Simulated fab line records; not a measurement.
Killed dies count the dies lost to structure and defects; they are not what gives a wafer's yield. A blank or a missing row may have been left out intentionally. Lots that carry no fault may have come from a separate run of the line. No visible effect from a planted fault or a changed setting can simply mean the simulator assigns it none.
Which tool is to blame?    flow sky130    14 lots with 42 wafers sampled at 2 steps, on a route of 708 steps

## WHAT EACH GAUGE READ, for each wafer
SKY_VIA3_CD_MEAS_12: the cd target is 200 nm. Usual: cd_nm 199.9 nm, standard deviation 1.5.
lot   measured      on         cd_nm (nm)         flag
L383  day 40 16:07  cd_sem-02  197.9 199.3 198.4  
L384  day 40 22:49  cd_sem-01  201.4 200.5 200.6  
L387  day 41 00:46  cd_sem-02  198.5 200.1 199.4  
L394  day 42 11:46  cd_sem-02  200.7 200.6 199.5  
L393  day 42 12:46  cd_sem-02  197.9 197.7 197.7  
L395  day 43 03:41  cd_sem-01  201.3 200.8 202.8  
L396  day 43 05:12  cd_sem-01  199.8 200.6 199.6  
L397  day 43 08:59  cd_sem-01  199.9 199.8 200.7  
L401  day 45 01:44  cd_sem-01  201.0 202.1 202.6  
L402  day 45 03:39  cd_sem-01  200.5 200.8 201.5  
L403  day 45 07:38  cd_sem-01  198.3 199.7 198.7  
L404  day 45 10:11  cd_sem-01  201.0 201.4 201.1  
L405  day 45 12:15  cd_sem-01  200.3 199.6 199.8  
L406  day 45 22:44  cd_sem-02  199.2 198.8 197.5  

SKY_VIA3_RS_MEAS_22: measures by four-point-probe. Usual: VIA3_W_RS 0.294 ohm/sq, standard deviation 0.0033.
lot   measured      on             VIA3_W_RS (ohm/sq)  flag
L383  day 40 17:11  film_metro-03  0.295 0.300 0.297   
L384  day 40 23:52  film_metro-01  0.291 0.293 0.291   
L387  day 41 01:48  film_metro-03  0.294 0.291 0.293   
L394  day 42 12:48  film_metro-03  0.299 0.300 0.296   
L393  day 42 13:50  film_metro-01  0.287 0.289 0.293   
L395  day 43 04:46  film_metro-03  0.290 0.298 0.297   
L396  day 43 06:16  film_metro-03  0.293 0.294 0.298   
L397  day 43 10:04  film_metro-01  0.294 0.292 0.292   
L401  day 45 07:01  film_metro-01  0.297 0.289 0.294   
L402  day 45 07:35  film_metro-03  0.293 0.294 0.296   
L403  day 45 08:41  film_metro-03  0.295 0.295 0.294   
L404  day 45 11:14  film_metro-01  0.293 0.293 0.290   
L405  day 45 13:17  film_metro-04  0.293 0.291 0.295   
L406  day 45 23:46  film_metro-04  0.287 0.294 0.290   

## WHICH TOOL RAN EACH LOT (tool, then ch and the chambers of the sampled wafers, then the start)
Record: no process step prior to these readings.

## AS READ BY THE TOOLS THEMSELVES (means over the sampled wafers that have a number; for cases with no such wafer, the mark the record gives instead)
The record holds no such reading with a usual standard deviation.

## THE ANSWER, worked out from the rows above alone
Rule: a lot counts as off when the mean over its wafers that have a number is more than 3 standard deviations away from the usual mean. Also off: a lot with no number at a reading for which 4 or more lots have one. The other lots that the step has rows for count as sound. Order of review: gauges by route order, followed by the tools' own readings, for which a lot's mean as printed above is used. The first step at which some lot is off is used, and at that step the reading that is off furthest; a lot without a number counts as furthest.
No lot is off at any reading shown: from this, nothing can be told.

## WHAT HAD BEEN PUT IN BY THE SIMULATOR
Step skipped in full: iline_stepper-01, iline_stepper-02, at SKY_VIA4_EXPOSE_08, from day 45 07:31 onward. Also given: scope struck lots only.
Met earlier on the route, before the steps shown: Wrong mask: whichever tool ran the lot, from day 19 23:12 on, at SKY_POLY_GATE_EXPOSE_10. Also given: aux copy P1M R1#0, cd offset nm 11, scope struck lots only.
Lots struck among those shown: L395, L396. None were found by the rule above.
